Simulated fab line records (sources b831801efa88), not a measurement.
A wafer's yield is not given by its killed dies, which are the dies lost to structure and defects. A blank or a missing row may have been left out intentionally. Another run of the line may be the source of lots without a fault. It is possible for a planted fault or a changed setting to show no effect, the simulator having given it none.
One fault seen from 2 desks ; flow sfq_line ; each desk has only its own numbers; what lay behind them comes last

TOOL OWNER'S DESK, rie_metal-01
The tool's own readings at SFQ_TRILAYER_M1_BARC_OPEN_METAL_ETCH_054 (etches BARC in O2, target depth 125 nm, time 41.7 s): means of the sampled wafers that have a number, for each lot that ran on this tool. Any lot whose mean is over 4 standard deviations away from the usual mean is out of limits and marked OUT; that distance is given in the brackets.
Columns: A = drypump_motor_current_A at SFQ_TRILAYER_M1_BARC_OPEN_METAL_ETCH_054, usual 5.8 A; B = oes_product_au at SFQ_TRILAYER_M1_BARC_OPEN_METAL_ETCH_054, usual 0.685 a.u.
lot;first seen here;A;B
L250;day 17 17:09;5.7;0.681
L254;day 18 07:54;5.8;0.687
L255;day 18 12:51;5.8;0.685
L258;day 18 22:14;5.8;0.683
This desk's finding: nothing out of limits on any of the 4 lots.

FROM THE METROLOGY DESK
What the gauges read for every lot (on any tool): the sampled wafers with a number, averaged. Any lot whose mean is over 4 standard deviations away from the usual mean is out of limits and marked OUT; that distance is given in the brackets.
Columns: A = M1_NB_RS at SFQ_M1_RS_MEAS_909, usual 0.893 ohm/sq; B = M1_OVL at SFQ_M1_OVL_MEAS_911, usual 8 nm
lot;first seen here;A;B
L250;day 17 14:34;0.893;8
L254;day 18 04:59;0.896;11
L255;day 18 09:49;0.894;11
L258;day 18 16:57;0.901;11
L259;day 18 18:10;0.893;16
L267;day 19 18:13;0.884;10
L269;day 20 08:33;0.885;9
This desk's finding: nothing out of limits on any of the 7 lots.

BROUGHT TOGETHER
The tool owner's desk saw nothing out of limits.
Metrology desk: nothing out of limits seen.

WHAT HAD BEEN PUT IN BY THE SIMULATOR
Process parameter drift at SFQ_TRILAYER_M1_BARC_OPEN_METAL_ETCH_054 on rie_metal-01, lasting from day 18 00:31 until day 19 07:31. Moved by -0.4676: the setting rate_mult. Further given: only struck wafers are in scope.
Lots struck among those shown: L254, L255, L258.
